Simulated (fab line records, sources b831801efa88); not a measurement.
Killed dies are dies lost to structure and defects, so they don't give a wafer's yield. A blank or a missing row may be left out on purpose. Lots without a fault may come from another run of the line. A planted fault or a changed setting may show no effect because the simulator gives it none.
Which tool did it? | flow sky130 | 11 lots, 33 wafers sampled, at 5 steps of a route of 708

WHAT THE GAUGES READ, wafer by wafer
SKY_VIA1_CD_MEAS_12: target cd 150 nm. Usual: cd_nm 150.1 nm, standard deviation 1.7.
lot  | measured     | on        | cd_nm (nm)        | flag
L179 | day 34 12:32 | cd_sem-02 | 150.7 150.7 151.1 |
L182 | day 35 05:59 | cd_sem-01 | 150.0 149.4 149.7 |
L183 | day 35 11:14 | cd_sem-02 | 151.6 152.5 152.3 |
L184 | day 35 22:29 | cd_sem-01 | 151.6 148.6 149.7 |
L185 | day 36 04:22 | cd_sem-02 | 148.1 148.4 148.2 |
L186 | day 36 10:53 | cd_sem-02 | 150.0 149.6 149.0 |
L187 | day 36 18:10 | cd_sem-01 | 151.3 149.8 151.5 |
L190 | day 37 17:14 | cd_sem-02 | 151.3 151.2 151.1 |
L192 | day 38 00:56 | cd_sem-01 | 149.1 148.6 149.7 |
L194 | day 38 17:41 | cd_sem-02 | 149.3 148.7 147.3 |
L195 | day 39 00:10 | cd_sem-02 | 150.3 153.7 151.3 |

SKY_VIA1_OVL_MEAS_13. Usual: VIA1_OVL -2 nm, standard deviation 5.5.
lot  | measured     | on         | VIA1_OVL (nm) | flag
L179 | day 34 12:40 | overlay-01 | -5 -7 -3      |
L182 | day 35 06:06 | overlay-02 | -3 -7 -3      |
L183 | day 35 11:22 | overlay-01 | -4 1 -8       |
L184 | day 35 22:36 | overlay-02 | -5 -10 -3     |
L185 | day 36 04:29 | overlay-02 | 3 -2 2        |
L186 | day 36 11:00 | overlay-02 | -7 -3 -4      |
L187 | day 36 18:17 | overlay-01 | 4 7 6         |
L190 | day 37 17:20 | overlay-02 | -2 3 -3       |
L192 | day 38 01:03 | overlay-02 | -4 -12 -9     |
L194 | day 38 17:47 | overlay-02 | 6 -2 -1       |
L195 | day 39 00:17 | overlay-01 | 3 -4 -1       |

SKY_VIA2_RS_MEAS_22: measures by four-point-probe. Usual: VIA2_W_RS 0.270 ohm/sq, standard deviation 0.0031.
lot  | measured     | on            | VIA2_W_RS (ohm/sq)                  | flag
L179 | day 36 21:19 | film_metro-03 | 0.275 0.273 0.273                   |
L182 | day 37 14:35 | film_metro-04 | 0.274 0.271 0.271                   |
L183 | day 37 20:26 | film_metro-03 | 0.270 0.270 0.271                   |
L184 | day 38 05:55 | film_metro-04 | 0.272 0.274 0.273                   |
L185 | day 38 13:05 | film_metro-03 | 0.266 0.270 0.269                   |
L186 | day 38 18:49 | film_metro-02 | 0.271 0.269 0.272                   |
L187 | day 39 01:09 | film_metro-03 | 0.272 0.275 0.273                   |
L190 | day 40 00:28 | film_metro-03 | 0.270 0.267 0.269                   |
L192 | day 40 07:37 | film_metro-04 | 0.267 0.270 0.268                   |
L194 | day 41 00:34 | film_metro-03 | 0.147 0.270 0.149 0.147 0.270 0.150 | OFF
L195 | day 41 06:47 | film_metro-03 | 0.265 0.149 0.148 0.264 0.149 0.148 | OFF

WHICH TOOL RAN EACH LOT (tool, then ch and the chambers of the sampled wafers, then the start)
lot  | SKY_VIA1_SPUTTER_20          | SKY_VIA2_CVD_21
L179 | pvd_sputter-04, day 34 13:23 | cvd_w-01 ch 0,1, day 36 21:11
L182 | pvd_sputter-03, day 35 06:49 | cvd_w-02 ch 0,1, day 37 14:26
L183 | pvd_sputter-04, day 35 12:29 | cvd_w-02 ch 0,1, day 37 20:18
L184 | pvd_sputter-03, day 35 23:19 | cvd_w-01 ch 0,1, day 38 05:46
L185 | pvd_sputter-04, day 36 05:13 | cvd_w-02 ch 0,1, day 38 12:57
L186 | pvd_sputter-04, day 36 11:43 | cvd_w-02 ch 0, day 38 18:39
L187 | pvd_sputter-03, day 36 19:00 | cvd_w-02 ch 0,1, day 39 01:01
L190 | pvd_sputter-03, day 37 18:03 | cvd_w-02 ch 0,1, day 40 00:19
L192 | pvd_sputter-02, day 38 01:50 | cvd_w-02 ch 0, day 40 07:28
L194 | pvd_sputter-04, day 38 18:30 | cvd_w-01 ch 0,1, day 41 00:25
L195 | pvd_sputter-02, day 39 01:02 | cvd_w-01 ch 0,1, day 41 06:39
- SKY_VIA1_SPUTTER_20: material TiN, target thk 20 nm, time 80 s.
- SKY_VIA2_CVD_21: deposits W, target thk 420 nm, time 126.4 s.

WHAT THE TOOLS THEMSELVES READ (means of the sampled wafers that have a number; where no wafer has one, the mark that the record gives instead)
SKY_VIA1_SPUTTER_20. Usual: cathode_dc_power_W 3999.9 W, standard deviation 0.71; throttle_valve_pct 30.0 %, standard deviation 0.93.
lot  | tool           | cathode_dc_power_W (W) | throttle_valve_pct (%) | flag
L179 | pvd_sputter-04 | 3999.4                 | 30.4                   |
L182 | pvd_sputter-03 | 4000.7                 | 29.9                   |
L183 | pvd_sputter-04 | 4000.6                 | 28.9                   |
L184 | pvd_sputter-03 | 4000.0                 | 30.3                   |
L185 | pvd_sputter-04 | 3999.8                 | 30.5                   |
L186 | pvd_sputter-04 | 4000.0                 | 30.3                   |
L187 | pvd_sputter-03 | 4000.1                 | 30.3                   |
L190 | pvd_sputter-03 | 3999.5                 | 30.2                   |
L192 | pvd_sputter-02 | 3999.7                 | 30.0                   |
L194 | pvd_sputter-04 | 3999.7                 | 29.8                   |
L195 | pvd_sputter-02 | 4000.1                 | 30.3                   |

SKY_VIA2_CVD_21. Usual: heater_power_outer_w 577 W, standard deviation 71; heater_power_w 917 W, standard deviation 88.
lot  | tool     | heater_power_outer_w (W) | heater_power_w (W) | flag
L179 | cvd_w-01 | 571                      | 903                |
L182 | cvd_w-02 | 582                      | 930                |
L183 | cvd_w-02 | 569                      | 897                |
L184 | cvd_w-01 | 565                      | 921                |
L185 | cvd_w-02 | 580                      | 934                |
L186 | cvd_w-02 | 616                      | 965                |
L187 | cvd_w-02 | 562                      | 901                |
L190 | cvd_w-02 | 587                      | 929                |
L192 | cvd_w-02 | 607                      | 956                |
L194 | cvd_w-01 | 539                      | 877                |
L195 | cvd_w-01 | 536                      | 873                |

THE ANSWER, worked out from the rows above alone
Rule: a lot is off if the mean of its wafers that have a number lies more than 3 standard deviations from the usual mean. A lot without any number at a reading at which 4 lots or more have one is off too. The other lots that the step has rows for count as sound. The gauges are gone through in route order, then the tools' own readings, and for those a lot's mean is taken as printed above. The first step at which some lot is off is used, and at that step the reading that is off furthest; a lot without a number counts as furthest.
Off: L194, L195, at SKY_VIA2_RS_MEAS_22 (VIA2_W_RS).
A tool fits if, at a process step before that reading, it ran every lot that is off, and no sound lot after the first of them. The gauges at SKY_VIA2_RS_MEAS_22 are tried like those tools. Can't be told from this: 2 tools fit, cvd_w-01 at SKY_VIA2_CVD_21, film_metro-03 at SKY_VIA2_RS_MEAS_22.

WHAT THE SIMULATOR HAD PUT IN
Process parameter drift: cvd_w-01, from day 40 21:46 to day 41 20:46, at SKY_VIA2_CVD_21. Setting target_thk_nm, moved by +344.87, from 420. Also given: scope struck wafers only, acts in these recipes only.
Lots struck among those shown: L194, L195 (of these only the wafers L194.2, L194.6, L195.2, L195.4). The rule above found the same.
